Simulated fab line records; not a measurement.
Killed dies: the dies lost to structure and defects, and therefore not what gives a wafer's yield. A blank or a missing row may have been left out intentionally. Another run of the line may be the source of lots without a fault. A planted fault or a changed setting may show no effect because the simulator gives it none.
fab line records -- flow sky130
record: lots: 10, wafers: 30, last-day: 51
route steps=708 shown LI_CONTACT@383 METAL1@454 METAL3@532 VIA3@575
lots untouched by any fault: they come from a run of this same line in which no faults occurred
start-h: hours from the record's opening day to when the first of the lot's shown wafers began -- wait-h: hours since the lot's step before -- " as in the row above -- L1.1+2: several wafers, shown together as one row -- - no value present, or no start provided -- * or withheld: withheld -- < > ~ a bound
route shown NAME@n: a module of which the file shows steps, and the number in the route of the first -- usual: mean/standard deviation taken from wafers without a fault -- same: alike in all rows -- chamber/n: place in a boat -- sites: each site's reading -- _std_site: standard deviation across them -- _edge_site: mean of outer sites minus mean of inner sites -- radius-mm: how far each site lies from the wafer's centre -- mask NAME#n: copy n -- behind: tool/chamber where the wafer was last shaped -- hold: what put the lot on hold/how long, in hours/how the hold closed -- device: the n, p or np transistor that did not switch -- end of line: tests run on the same wafers once the route is complete -- a step without rows: its recipe alone -- killed: count of dies lost to structure and defects at first sort (not the wafer's yield) -- map: shows each die of a wafer: x if killed, . if not, _ if none is there
set.NAME: the setting that was run; set.NAME@STEP: the one run at that earlier step -- model.NAME: the simulator's own value behind a step, which no gauge read
a sample of lots followed through the steps of the route, with each step as a table and each wafer as a row
services: a tool's chamber out of use, with start hour (start-h, from the record's first day; less than 0 if before it), hours out, and reason
== steps ==
step: SKY_LI_CONTACT_CVD_21
recipe: material: W, target-thk-nm: 400, time-s: 120.56, temp-c: 400, pressure-torr: 40
usual: heater-power-w: 882/34
lot.wafer,tool,chamber,start-h,wait-h,heater-power-w
L260.2,cvd-w-01,1,698.14,0.0,825
L260.3,cvd-w-01,1,698.14,0.0,819
L260.4,cvd-w-01,0,698.14,0.0,838
L261.1,cvd-w-02,1,711.15,0.0,916
L261.4,cvd-w-02,0,711.15,0.0,906
L261.6,cvd-w-02,1,711.15,0.0,874
L263.1,cvd-w-02,1,729.86,0.0,902
L263.4,cvd-w-02,1,729.86,0.0,918
L263.6,cvd-w-02,1,729.86,0.0,874
L265.1,cvd-w-02,0,736.86,0.0,879
L265.3,cvd-w-02,1,736.86,0.0,910
L265.6,cvd-w-02,1,736.86,0.0,887
L267.2,cvd-w-02,0,748.74,0.0,885
L267.5,cvd-w-02,1,748.74,0.0,882
L267.6,cvd-w-02,0,748.74,0.0,882
L271.2,cvd-w-02,1,783.64,0.0,914
L271.4,cvd-w-02,0,783.64,0.0,881
L271.5,cvd-w-02,1,783.64,0.0,905
L274.4,cvd-w-02,0,808.72,0.1,918
L274.5,cvd-w-02,0,808.72,0.1,919
L274.6,cvd-w-02,1,808.72,0.1,927
L280.3,cvd-w-02,1,851.15,0.1,897
L280.4,cvd-w-02,0,851.15,0.1,916
L280.5,cvd-w-02,1,851.15,0.1,903
L282.1,cvd-w-02,1,862.01,0.0,929
L282.3,cvd-w-02,0,862.01,0.0,906
L282.4,cvd-w-02,1,862.01,0.0,908
L283.3,cvd-w-01,1,863.49,0.1,862
L283.4,cvd-w-01,0,863.49,0.1,823
L283.6,cvd-w-01,1,863.49,0.1,858
step: SKY_LI_CONTACT_RS_MEAS_22
recipe: thk-meas-gauge: four-point-probe, reads: W_of_LI_CONTACT_CVD_21+TiN_of_LI_CONTACT_SPUTTER_20+Ti_of_LI_CONTACT_SPUTTER_19
usual: LI_CONTACT_W_RS: 0.2843/0.0029
lot.wafer,tool,chamber,start-h,wait-h,LI_CONTACT_W_RS[ohm/sq]
L260.2,film-metro-04,-,698.28,0.1,0.2910
L260.3,film-metro-04,-,698.28,0.1,0.2893
L260.4,film-metro-04,-,698.28,0.1,0.2895
L261.1,film-metro-01,-,711.28,0.1,0.2862
L261.4,film-metro-01,-,711.28,0.1,0.2849
L261.6,film-metro-01,-,711.28,0.1,0.2872
L263.1,film-metro-04,-,729.98,0.1,0.2873
L263.4,film-metro-04,-,729.98,0.1,0.2892
L263.6,film-metro-04,-,729.98,0.1,0.2885
L265.1,film-metro-02,-,736.98,0.1,0.2842
L265.3,film-metro-02,-,736.98,0.1,0.2871
L265.6,film-metro-02,-,736.98,0.1,0.2875
L267.2,film-metro-02,-,748.89,0.1,0.2816
L267.5,film-metro-02,-,748.89,0.1,0.2868
L267.6,film-metro-02,-,748.89,0.1,0.2838
L271.2,film-metro-02,-,783.79,0.1,0.2819
L271.4,film-metro-02,-,783.79,0.1,0.2817
L271.5,film-metro-02,-,783.79,0.1,0.2852
L274.4,film-metro-04,-,808.86,0.1,0.2816
L274.5,film-metro-04,-,808.86,0.1,0.2852
L274.6,film-metro-04,-,808.86,0.1,0.2859
L280.3,film-metro-01,-,851.27,0.1,0.2865
L280.4,film-metro-01,-,851.27,0.1,0.3995
L280.5,film-metro-01,-,851.27,0.1,0.2823
L282.1,film-metro-04,-,862.13,0.1,0.3987
L282.3,film-metro-04,-,862.13,0.1,0.2853
L282.4,film-metro-04,-,862.13,0.1,0.4098
L283.3,film-metro-04,-,863.61,0.1,0.2839
L283.4,film-metro-04,-,863.61,0.1,0.2826
L283.6,film-metro-04,-,863.61,0.1,0.2853
step: SKY_LI_CONTACT_THK_MEAS_23
recipe: thk-meas-gauge: xrf, reads: W_of_LI_CONTACT_CVD_21
usual: LI_CONTACT_W_THK: 390/5.4
lot.wafer,tool,chamber,start-h,wait-h,LI_CONTACT_W_THK[nm]
L260.2,film-metro-04,-,698.39,0.1,387
L260.3,film-metro-04,-,698.39,0.1,387
L260.4,film-metro-04,-,698.39,0.1,390
L261.1,film-metro-01,-,711.40,0.1,389
L261.4,film-metro-01,-,711.40,0.1,390
L261.6,film-metro-01,-,711.40,0.1,391
L263.1,film-metro-04,-,730.10,0.1,387
L263.4,film-metro-04,-,730.10,0.1,384
L263.6,film-metro-04,-,730.10,0.1,379
L265.1,film-metro-02,-,737.10,0.1,383
L265.3,film-metro-02,-,737.10,0.1,380
L265.6,film-metro-02,-,737.10,0.1,378
L267.2,film-metro-02,-,749.00,0.1,390
L267.5,film-metro-02,-,749.00,0.1,383
L267.6,film-metro-02,-,749.00,0.1,387
L271.2,film-metro-02,-,783.90,0.1,391
L271.4,film-metro-02,-,783.90,0.1,392
L271.5,film-metro-02,-,783.90,0.1,383
L274.4,film-metro-04,-,808.95,0.1,395
L274.5,film-metro-04,-,808.95,0.1,388
L274.6,film-metro-04,-,808.95,0.1,389
L280.3,film-metro-01,-,851.37,0.1,388
L280.4,film-metro-01,-,851.37,0.1,280
L280.5,film-metro-01,-,851.37,0.1,395
L282.1,film-metro-04,-,862.25,0.1,280
L282.3,film-metro-04,-,862.25,0.1,388
L282.4,film-metro-04,-,862.25,0.1,273
L283.3,film-metro-04,-,863.71,0.1,391
L283.4,film-metro-04,-,863.71,0.1,395
L283.6,film-metro-04,-,863.71,0.1,389
step: SKY_LI_CONTACT_CMP_24
recipe: stop-on: PSG, t-overpolish-s: 20, down-force-psi: 3.5, platen-rpm: 60, target-thk-nm: 0, pad-velocity-m-s: 0.94248
usual: motor-current-A: 10.8/0.82, platen-rpm: 59.99/0.039, slurry-flow-ml-min: 150.0/0.46, time-to-endpoint-s: 97/3.7
lot.wafer,tool,chamber,start-h,wait-h,motor-current-A,platen-rpm,slurry-flow-ml-min,time-to-endpoint-s
L260.2,cmp-01,0,698.49,0.1,10.9,59.96,150.7,96
L260.3,cmp-01,1,698.49,0.1,10.9,60.00,149.9,94
L260.4,cmp-01,2,698.49,0.1,10.5,59.95,149.8,104
L261.4,cmp-02,1,711.46,0.0,10.6,59.97,150.6,97
L261.1,cmp-02,3,711.46,0.0,10.0,60.10,149.9,92
L261.6,cmp-02,2,711.46,0.0,9.5,60.04,150.3,94
L263.4,cmp-01,3,730.16,0.0,11.5,59.96,150.2,91
L263.1,cmp-01,1,730.16,0.0,10.7,59.97,150.0,89
L263.6,cmp-01,0,730.16,0.0,10.2,59.90,150.3,92
L265.1,cmp-02,1,737.21,0.1,10.3,60.00,150.4,98
L265.3,cmp-02,3,737.21,0.1,10.2,60.04,149.8,93
L265.6,cmp-02,1,737.21,0.1,10.2,60.01,149.2,99
L267.2,cmp-01,0,749.25,0.2,10.2,59.95,149.8,104
L267.6,cmp-01,3,749.25,0.2,12.1,59.98,149.3,101
L267.5,cmp-01,0,749.25,0.2,10.5,59.99,149.8,99
L271.4,cmp-02,1,783.95,0.0,10.5,60.01,149.5,94
L271.2,cmp-02,3,783.95,0.0,9.7,60.02,150.4,94
L271.5,cmp-02,2,783.95,0.0,9.5,60.01,149.7,93
L274.4,cmp-01,3,808.98,0.0,12.1,59.98,149.9,98
L274.6,cmp-01,3,808.98,0.0,12.3,60.04,150.7,98
L274.5,cmp-01,0,808.98,0.0,10.3,60.06,150.3,103
L280.3,cmp-01,1,851.51,0.1,11.6,59.95,150.0,98
L280.4,cmp-01,2,851.51,0.1,10.7,60.01,149.8,75
L280.5,cmp-01,3,851.51,0.1,11.9,59.98,149.6,100
L282.3,cmp-02,1,862.31,0.0,10.6,59.98,150.5,101
L282.4,cmp-02,2,862.31,0.0,9.3,59.95,150.3,68
L282.1,cmp-02,0,862.31,0.0,12.0,60.01,150.9,69
L283.3,cmp-01,1,863.93,0.2,10.7,59.93,149.0,100
L283.4,cmp-01,2,863.93,0.2,10.9,60.04,149.1,104
L283.6,cmp-01,2,863.93,0.2,10.2,60.01,149.2,103
step: SKY_METAL1_STRIP_20
recipe: chemistry: O2/N2, power-w: 1400, pressure-mtorr: 1500, platen-temp-c: withheld, o2-flow-sccm: 3000, n2-flow-sccm: 300, overash-fraction: 0.5
usual: drypump-motor-current-A: 5.7/0.49, oes-product-au: 0.345/0.0053, strip-time-to-endpoint-s: 2.74/0.051
lot.wafer,tool,chamber,start-h,wait-h,drypump-motor-current-A,oes-product-au,rf-hours-counter-h,strip-time-to-endpoint-s
L260.2,plasma-asher-01,0,787.39,0.1,5.0,0.337,67,2.75
L260.3,plasma-asher-01,0,787.39,0.1,5.0,0.343,-,2.71
L260.4,plasma-asher-01,1,787.39,0.1,5.9,0.350,-,2.72
L261.1,plasma-asher-01,1,800.11,0.1,5.8,0.348,68,2.75
L261.4,plasma-asher-01,1,800.11,0.1,5.8,0.348,-,2.78
L261.6,plasma-asher-01,0,800.11,0.1,5.0,0.345,-,2.75
L263.1,plasma-asher-01,0,816.23,0.1,5.0,0.347,70,2.80
L263.4,plasma-asher-01,0,816.23,0.1,5.0,0.339,-,2.75
L263.6,plasma-asher-01,0,816.23,0.1,5.0,0.345,-,2.79
L265.1,plasma-asher-01,0,823.83,0.1,5.0,0.341,71,2.67
L265.3,plasma-asher-01,0,823.83,0.1,5.0,0.345,-,2.72
L265.6,plasma-asher-01,1,823.83,0.1,5.8,0.335,-,2.68
L267.2,plasma-asher-01,1,834.23,0.1,5.8,0.347,72,2.77
L267.5,plasma-asher-01,1,834.23,0.1,5.8,0.345,-,2.73
L267.6,plasma-asher-01,0,834.23,0.1,5.0,0.343,-,2.72
L271.2,plasma-asher-03,1,869.47,0.1,6.1,0.350,42,2.77
L271.4,plasma-asher-03,1,869.47,0.1,6.1,0.341,-,2.75
L271.5,plasma-asher-03,0,869.47,0.1,5.4,0.348,-,2.75
L274.4,plasma-asher-03,0,894.14,0.1,5.4,0.353,-,2.79
L274.5,plasma-asher-03,0,894.14,0.1,5.4,0.342,-,2.66
L274.6,plasma-asher-03,1,894.14,0.1,6.1,0.343,-,2.78
L280.3,plasma-asher-03,1,932.72,0.1,6.1,0.340,-,2.76
L280.4,plasma-asher-03,0,932.72,0.1,5.3,0.339,-,2.64
L280.5,plasma-asher-03,0,932.72,0.1,5.4,0.346,-,2.76
L282.1,plasma-asher-04,0,944.48,0.1,6.4,0.357,19,2.76
L282.3,plasma-asher-04,0,944.48,0.1,6.4,0.352,-,2.73
L282.4,plasma-asher-04,1,944.48,0.1,6.1,0.347,-,2.73
L283.3,plasma-asher-03,0,946.02,0.1,5.3,0.353,-,2.72
L283.4,plasma-asher-03,1,946.02,0.1,6.2,0.354,-,2.77
L283.6,plasma-asher-03,0,946.02,0.1,5.4,0.338,-,2.70
step: SKY_METAL3_SPUTTER_00
recipe: material: Ti, target-thk-nm: 15, power-w: 3000, time-s: 10, chamber-pressure-pa: 0.4
usual: throttle-valve-pct: 30.2/1.2
lot.wafer,tool,chamber,start-h,wait-h,throttle-valve-pct
L260.2,pvd-sputter-01,-,873.07,0.1,31.3
L260.3,pvd-sputter-01,-,873.07,0.1,31.7
L260.4,pvd-sputter-01,-,873.07,0.1,31.4
L261.1,pvd-sputter-02,-,886.12,0.1,30.8
L261.4,pvd-sputter-02,-,886.12,0.1,29.0
L261.6,pvd-sputter-02,-,886.12,0.1,29.0
L263.1,pvd-sputter-04,-,901.68,0.2,29.9
L263.4,pvd-sputter-04,-,901.68,0.2,28.1
L263.6,pvd-sputter-04,-,901.68,0.2,30.8
L265.1,pvd-sputter-01,-,908.64,0.2,31.4
L265.3,pvd-sputter-01,-,908.64,0.2,31.2
L265.6,pvd-sputter-01,-,908.64,0.2,31.9
L267.2,pvd-sputter-02,-,919.55,0.2,29.6
L267.5,pvd-sputter-02,-,919.55,0.2,31.0
L267.6,pvd-sputter-02,-,919.55,0.2,29.8
L271.2,pvd-sputter-01,-,953.46,0.2,31.2
L271.4,pvd-sputter-01,-,953.46,0.2,31.4
L271.5,pvd-sputter-01,-,953.46,0.2,31.7
L274.4,pvd-sputter-04,-,975.88,0.1,28.1
L274.5,pvd-sputter-04,-,975.88,0.1,28.5
L274.6,pvd-sputter-04,-,975.88,0.1,28.1
L280.3,pvd-sputter-01,-,1011.12,0.1,31.9
L280.4,pvd-sputter-01,-,1011.12,0.1,31.6
L280.5,pvd-sputter-01,-,1011.12,0.1,31.2
L282.1,pvd-sputter-04,-,1023.42,0.1,30.7
L282.3,pvd-sputter-04,-,1023.42,0.1,28.5
L282.4,pvd-sputter-04,-,1023.42,0.1,27.9
L283.3,pvd-sputter-01,-,1023.81,0.2,31.5
L283.4,pvd-sputter-01,-,1023.81,0.2,31.2
L283.6,pvd-sputter-01,-,1023.81,0.2,31.3
step: SKY_VIA3_CMP_02
recipe: material: SiO2, down-force-psi: 4, platen-rpm: 60, pad-velocity-m-s: 0.94248
usual: motor-current-A: 11.8/0.89, platen-rpm: 60.00/0.043, slurry-flow-ml-min: 150.0/0.43
lot.wafer,tool,chamber,start-h,wait-h,motor-current-A,platen-rpm,slurry-flow-ml-min
L260.3,cmp-01,1,926.58,0.0,11.8,59.97,150.3
L260.2,cmp-01,3,926.58,0.0,12.6,60.00,150.0
L260.4,cmp-01,0,926.58,0.0,11.1,60.06,149.7
L261.4,cmp-01,2,939.48,0.0,11.0,60.03,149.9
L261.1,cmp-01,1,939.48,0.0,12.8,59.98,149.6
L261.6,cmp-01,2,939.48,0.0,11.2,59.99,150.2
L263.1,cmp-02,2,955.41,0.1,11.0,59.97,149.4
L263.4,cmp-02,3,955.41,0.1,10.2,59.94,149.0
L263.6,cmp-02,1,955.41,0.1,11.8,60.03,149.1
L265.1,cmp-01,1,960.70,0.1,12.6,59.98,150.4
L265.3,cmp-01,2,960.70,0.1,11.7,59.98,149.6
L265.6,cmp-01,1,960.70,0.1,12.5,59.97,149.7
L267.2,cmp-02,1,972.70,1.0,11.7,60.00,150.4
L267.5,cmp-02,2,972.70,1.0,11.0,60.04,150.0
L267.6,cmp-02,3,972.70,1.0,10.2,59.96,150.4
L271.4,cmp-02,2,1004.15,0.1,10.5,60.00,149.3
L271.2,cmp-02,3,1004.15,0.1,9.9,60.09,149.7
L271.5,cmp-02,0,1004.15,0.1,14.0,59.99,149.5
L274.4,cmp-02,2,1026.26,0.2,11.7,59.97,149.9
L274.6,cmp-02,3,1026.26,0.2,10.6,60.04,149.5
L274.5,cmp-02,0,1026.26,0.2,12.9,60.11,149.5
L280.3,cmp-02,3,1060.00,0.1,11.1,59.99,149.7
L280.4,cmp-02,0,1060.00,0.1,12.8,60.02,149.5
L280.5,cmp-02,3,1060.00,0.1,10.8,59.96,150.5
L282.4,cmp-01,3,1070.96,0.1,12.6,59.94,150.0
L282.1,cmp-01,0,1070.96,0.1,11.7,60.03,150.4
L282.3,cmp-01,1,1070.96,0.1,11.7,60.00,150.2
L283.4,cmp-02,1,1072.25,0.1,11.6,60.01,150.0
L283.3,cmp-02,3,1072.25,0.1,10.7,59.98,150.7
L283.6,cmp-02,0,1072.25,0.1,13.2,60.01,150.1
== services ==
tool,chamber,start-h,hours,kind
plasma-asher-01,-,690.53,2.8,pm
plasma-asher-03,-,704.69,5.0,repair
cmp-01,-,722.92,1.6,repair
cmp-01,-,749.50,4.0,pm
cmp-02,-,773.32,1.6,repair
plasma-asher-03,-,788.62,0.7,repair
cmp-02,-,844.01,6.1,repair
cmp-01,-,853.43,0.9,repair
cvd-w-02,-,862.20,14.6,pm
cmp-02,-,862.74,19.6,pm
cmp-01,-,882.59,5.5,pm
cmp-02,-,892.65,5.4,pm
cmp-02,-,912.07,4.0,pm
cmp-02,-,912.90,1.0,repair
cmp-01,-,916.07,5.4,pm
cmp-02,-,922.56,6.5,repair
pvd-sputter-01,-,962.29,24.6,repair
cmp-01,-,967.33,6.7,repair
cmp-02,-,982.08,4.1,repair
cmp-02,-,1002.20,1.0,repair
cvd-w-02,-,1009.64,6.0,pm
cmp-02,-,1036.19,1.2,repair
cmp-01,-,1061.00,2.9,repair
cmp-01,-,1062.38,2.5,repair
== key ==
first-sign: step: SKY_LI_CONTACT_RS_MEAS_22, reading: LI_CONTACT_W_RS, direction: up, sigmas: 40, usual: 0.2843, struck: 0.4027
effect: step: SKY_LI_CONTACT_THK_MEAS_23, reading: LI_CONTACT_W_THK, direction: down, sigmas: 21, usual: 390, struck: 277
effect: step: SKY_LI_CONTACT_CMP_24, reading: time-to-endpoint-s, direction: down, sigmas: 7.1, usual: *, struck: *
met-at SKY_LI_CONTACT_CVD_21
struck-lots L280,L282
struck-wafers L280.4,L282.1,L282.4
tester-left-out L280,L282
not-acting-at SKY_METAL1_STRIP_20,SKY_METAL3_SPUTTER_00,SKY_VIA3_CMP_02
onset-between 808.72 851.15
fault: kind: process-parameter-drift, tool: cvd-w-02, chamber: -, onset-h: 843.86, steps: SKY_LI_CONTACT_CVD_21, channel: target-thk-nm, offset: -114.56, shape: step, end-h: 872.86, scope: struck-wafers-only, acts-in: these-recipes-only, stated: 400
tester-left-out: of these lots the tester's yield and bins aren't shown, on N5 and GAA mostly nor the transistor test; their killed dies are dies lost to structure and defects alone, not to doping, threshold or leakage, so they don't give the yield
